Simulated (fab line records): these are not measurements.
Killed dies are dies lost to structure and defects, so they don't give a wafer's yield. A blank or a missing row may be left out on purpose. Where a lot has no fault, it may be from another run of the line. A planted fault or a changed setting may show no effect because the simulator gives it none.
The tool behind it: which one? ; flow gf180mcu ; Sampling: 6 lots, 18 wafers, 3 of 602 route steps

WHAT EACH GAUGE READ, for each wafer
GF_POLY_GATE_OVL_MEAS_11.
lot;measured;on;POLY_GATE_OVL (nm)
L145;day 9 15:42;overlay-01;-3 4 1
L149;day 10 16:47;overlay-01;7 10 9
L152;day 11 14:20;overlay-02;-8 -7 -8
L157;day 12 22:52;overlay-01;-8 -9 -12
L159;day 13 16:51;overlay-01;2 2 6
L167;day 15 23:23;overlay-01;6 -4 3

TOOL THAT RAN EACH LOT (tool first, then ch and the chambers of the sampled wafers, then the start)
lot;GF_VT_IMPLANT_RTA_45;GF_DUAL_GATE_STRIP_13
L145;rtpAnneal-01 ch 0, day 7 23:11;plasmaAsher-01 ch 0,1, day 8 17:55
L149;rtpAnneal-01 ch 0, day 8 23:43;plasmaAsher-02 ch 0,1, day 9 19:16
L152;rtpAnneal-01 ch 0, day 9 19:00;plasmaAsher-02 ch 0,1, day 10 16:27
L157;rtpAnneal-01 ch 0, day 11 03:03;plasmaAsher-02 ch 0,1, day 12 00:22
L159;rtpAnneal-01 ch 0, day 11 18:25;plasmaAsher-04 ch 0,1, day 12 16:43
L167;rtpAnneal-02 ch 0, day 13 23:13;plasmaAsher-02 ch 0,1, day 14 22:43
- GF_VT_IMPLANT_RTA_45: time 30 s.
- GF_DUAL_GATE_STRIP_13: strips in O2/N2.

THE ANSWER, worked out from the rows above alone
Rule: the lots themselves supply what counts as usual. The widest of any qualifying gaps counts: lots, ordered by their means at a reading, are off when they make up no more than a third of the lots, leave a main group of 4 or more, and stand apart from it by 3 or more times the standard deviation of that group's means. The tables above print the reading to a certain number of digits; a main group whose means all agree to those digits is not used. Also off: a lot with no number at a reading for which 4 or more lots have one. Where the step has rows for the other lots, those lots are counted as sound.
No lot is off at any reading shown: from this, nothing can be told.

WHAT WAS PUT IN BY THE SIMULATOR
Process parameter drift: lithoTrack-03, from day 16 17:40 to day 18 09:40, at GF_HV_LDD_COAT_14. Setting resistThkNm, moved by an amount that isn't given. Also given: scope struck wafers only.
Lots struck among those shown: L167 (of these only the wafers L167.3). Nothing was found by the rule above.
